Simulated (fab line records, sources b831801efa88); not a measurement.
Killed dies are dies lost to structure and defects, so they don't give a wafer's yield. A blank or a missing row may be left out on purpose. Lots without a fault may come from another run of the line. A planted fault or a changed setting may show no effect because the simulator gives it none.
A struck lot beside a sound one | flow sky130 | 18 steps out of a route of 708
Sound: wafers L388.1, L388.3, L388.5. Struck: wafers L385.1, L385.6. The cause comes at the end.
At each step with rows: each side's tool, then ch and its chambers, then its first start. Under that, the readings that differ: sound wafers | struck wafers | difference of the means | sigmas: that difference in standard deviations of wafers without a fault.
alike: readings whose means differ by less than 2 such deviations, and words and numbers that are the same on both sides. not compared: withheld readings, readings that some wafer has no value for, bounds like >300 that may hide the same value, and numbers for which the record gives no deviation and whose values overlap.
The two part at a step that has a row with sigmas, a row that says differs or no value, or rows on one side only. Numbers that don't overlap but have no deviation are shown without sigmas and don't part them. A reading that every wafer of one side lacks parts them only if that side has two wafers or more.

first, 2 steps without rows for these wafers: SKY_CONTACT_PEB_12; SKY_CONTACT_DEVELOP_13 (develop time 60 s).
SKY_CONTACT_CD_MEAS_14: target cd 170 nm.
  sound on cd_sem-02, day 38 17:23; struck on cd_sem-01, day 37 18:57
  alike: cd_nm
SKY_CONTACT_OVL_MEAS_15:
  sound on overlay-02, day 38 17:31; struck on overlay-02, day 37 19:04
  alike: CONTACT_OVL
SKY_CONTACT_ETCH_16: etches BARC in N2/H2, stops on SiO2, time 45.9 s, target depth 60 nm.
  sound on rie_diel-01 ch 0,1,2, day 38 17:33; struck on rie_diel-01 ch 0,3, day 37 19:07
  alike: bias_w, chamber_pressure_mTorr, drypump_motor_current_A, oes_product_au, throttle_valve_pct
  not compared: rf_hours_counter_h
SKY_CONTACT_ETCH_17: etches SiO2 in C4F8/O2/Ar, stops on Si3N4, target depth 340 nm.
  sound on rie_diel-01 ch 0,1,2, day 38 17:35; struck on rie_diel-01 ch 0,3, day 37 19:09
  alike: bias_w, chamber_pressure_mTorr, oes_product_au
SKY_CONTACT_ETCH_18: etches Si3N4 in CHF3/O2, stops on TiN, time 39 s, target depth 75 nm.
  sound on rie_diel-01 ch 0,1,2; struck on rie_diel-01 ch 0,3
  alike: bias_w, chamber_pressure_mTorr, drypump_motor_current_A, oes_product_au, throttle_valve_pct
  not compared: rf_hours_counter_h
SKY_CONTACT_STRIP_19: strips in O2/N2.
  sound on plasma_asher-01 ch 0,1, day 38 17:41; struck on plasma_asher-01 ch 0, day 37 19:14
  alike: chamber_pressure_mTorr, drypump_motor_current_A, oes_product_au, strip_time_to_endpoint_s
  not compared: rf_hours_counter_h
then, 4 steps without rows for these wafers: SKY_CONTACT_STRIP_20 (strips in post etch residue remover, time 1200 s); SKY_CONTACT_CLEAN_21 (cleans in IPA, time 180 s); SKY_CONTACT_CLEAN_22 (cleans in O3/DIW); SKY_CONTACT_SPUTTER_23 (material TiN, target thk 20 nm, time 80 s).
SKY_CONTACT_CVD_24: deposits W, target thk 340 nm, time 102.12 s.
  sound on cvd_w-02 ch 0,1, day 38 18:22; struck on cvd_w-01 ch 1, day 37 19:54
  reading                               | sound             | struck    | difference | sigmas
  heater_power_w (W)                    | 798 794 801       | 945 968   | +159       | +2
  model.W_of_CONTACT_CVD_24.thk_nm (nm) | 343.4 342.9 346.7 | 279.6 279 | -65.0      |
SKY_CONTACT_RS_MEAS_25: measures by four-point-probe.
  sound on film_metro-02, day 38 18:28; struck on film_metro-01, day 37 20:01
  reading               | sound             | struck      | difference | sigmas
  CONTACT_W_RS (ohm/sq) | 0.334 0.336 0.331 | 0.410 0.412 | +0.077     | +12
SKY_CONTACT_THK_MEAS_26: measures by xrf.
  sound on film_metro-02, day 38 18:35; struck on film_metro-01, day 37 20:08
  reading            | sound       | struck  | difference | sigmas
  CONTACT_W_THK (nm) | 353 353 356 | 284 282 | -71        | -9
SKY_CONTACT_CMP_27: polishes, stops on SiO2, t overpolish 15 s, target thk 0 nm.
  sound on cmp-01 ch 0,2, day 38 18:42; struck on cmp-02 ch 2,3, day 37 20:14
  reading                | sound    | struck | difference | sigmas
  time_to_endpoint_s (s) | 87 89 84 | 67 68  | -19        | -5
  alike: motor_current_A, slurry_flow_ml_min
SKY_METAL1_SPUTTER_00: material Ti, target thk 15 nm, time 10 s.
  sound on pvd_sputter-04, day 38 18:57; struck on pvd_sputter-03, day 37 20:29
  alike: chamber_pressure_pa, throttle_valve_pct
then, 1 step without rows for these wafers: SKY_PAD_OPEN_PROBE_99.

WHERE THEY PART
First at SKY_CONTACT_CVD_24; last, within this record, at SKY_CONTACT_CMP_27. Later steps at which nothing parts them and some readings are alike: SKY_METAL1_SPUTTER_00.

WHY: what the simulator had put in
Process parameter drift: cvd_w-01, from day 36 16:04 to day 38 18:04, at SKY_CONTACT_CVD_24. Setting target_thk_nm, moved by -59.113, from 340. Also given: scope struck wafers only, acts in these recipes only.
